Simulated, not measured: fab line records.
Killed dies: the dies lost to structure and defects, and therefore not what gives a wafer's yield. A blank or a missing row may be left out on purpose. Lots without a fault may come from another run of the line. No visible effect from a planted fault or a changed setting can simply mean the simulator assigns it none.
Which of the tools did it? -- flow gf180mcu -- Sampling: 10 lots, 30 wafers, 3 of 602 route steps

## WHAT THE GAUGES READ, wafer by wafer
GF_MIM_RS_MEAS_10: measurement is done with a four-point probe.
lot,measured,on,MIM_ALCU_RS (ohm/sq)
L444,day 24 15:54,film-metro-02,0.1603 0.1604 0.1581
L445,day 25 05:53,film-metro-01,0.1580 0.1588 0.1573
L448,day 26 07:13,film-metro-03,0.2272 0.2208 0.2207 0.2269 0.2213 0.2204
L449,day 26 17:25,film-metro-01,0.2292 0.2258 0.2315 0.2296 0.2257 0.2312
L458,day 29 13:20,film-metro-03,0.1582 0.1578 0.1578
L459,day 29 14:40,film-metro-03,0.1631 0.1608 0.1606
L461,day 30 03:08,film-metro-02,0.1588 0.1607 0.1614
L462,day 30 12:17,film-metro-03,0.1567 0.1595 0.1592
L463,day 30 13:37,film-metro-03,0.1584 0.1604 0.1588
L464,day 31 01:34,film-metro-02,0.1605 0.1595 0.1601

## WHAT TOOL EACH LOT RAN ON (gives the tool, then ch and the chambers of the sampled wafers, and finally the start)
lot,GF_MIM_SPUTTER_08,GF_MIM_SPUTTER_09
L444,"pvd-sputter-04, day 24 15:49","pvd-sputter-04, day 24 15:51"
L445,"pvd-sputter-04, day 25 05:50","pvd-sputter-04, day 25 05:52"
L448,"pvd-sputter-04, day 26 07:10","pvd-sputter-04, day 26 07:11"
L449,"pvd-sputter-04, day 26 17:18","pvd-sputter-04, day 26 17:19"
L458,"pvd-sputter-01, day 29 13:17","pvd-sputter-01, day 29 13:18"
L459,"pvd-sputter-04, day 29 14:34","pvd-sputter-04, day 29 14:35"
L461,"pvd-sputter-04, day 30 03:05","pvd-sputter-04, day 30 03:06"
L462,"pvd-sputter-04, day 30 12:12","pvd-sputter-04, day 30 12:13"
L463,"pvd-sputter-04, day 30 13:31","pvd-sputter-04, day 30 13:32"
L464,"pvd-sputter-01, day 31 01:29","pvd-sputter-01, day 31 01:31"
- GF_MIM_SPUTTER_08: material AlCu, target thk 200 nm, time 10.6 s.
- GF_MIM_SPUTTER_09: material TiN, target thk 35 nm, time 30.05 s.

## THE ANSWER, worked out from the rows above alone
Rule: what is usual is taken from the lots themselves. The widest of any qualifying gaps counts: lots, ordered by their means at a reading, are off when they make up no more than a third of the lots, leave a main group of 4 or more, and stand apart from it by 3 or more times the standard deviation of that group's means. If all means in a main group match to the digits the tables above print for the reading, that group is not used. A lot without any number at a reading at which 4 lots or more have one is off too. The other lots that the step has rows for count as sound.
Off: at GF_MIM_RS_MEAS_10 (MIM_ALCU_RS), L448, L449. For the main group the mean is 0.1594 ohm/sq and the standard deviation 0.0012.
A tool fits if, at a process step before that reading, it ran every lot that is off, and no sound lot after the first of them. The gauges at GF_MIM_RS_MEAS_10 are tried like those tools. No candidate that was tried fits.

## WHAT THE SIMULATOR PUT IN
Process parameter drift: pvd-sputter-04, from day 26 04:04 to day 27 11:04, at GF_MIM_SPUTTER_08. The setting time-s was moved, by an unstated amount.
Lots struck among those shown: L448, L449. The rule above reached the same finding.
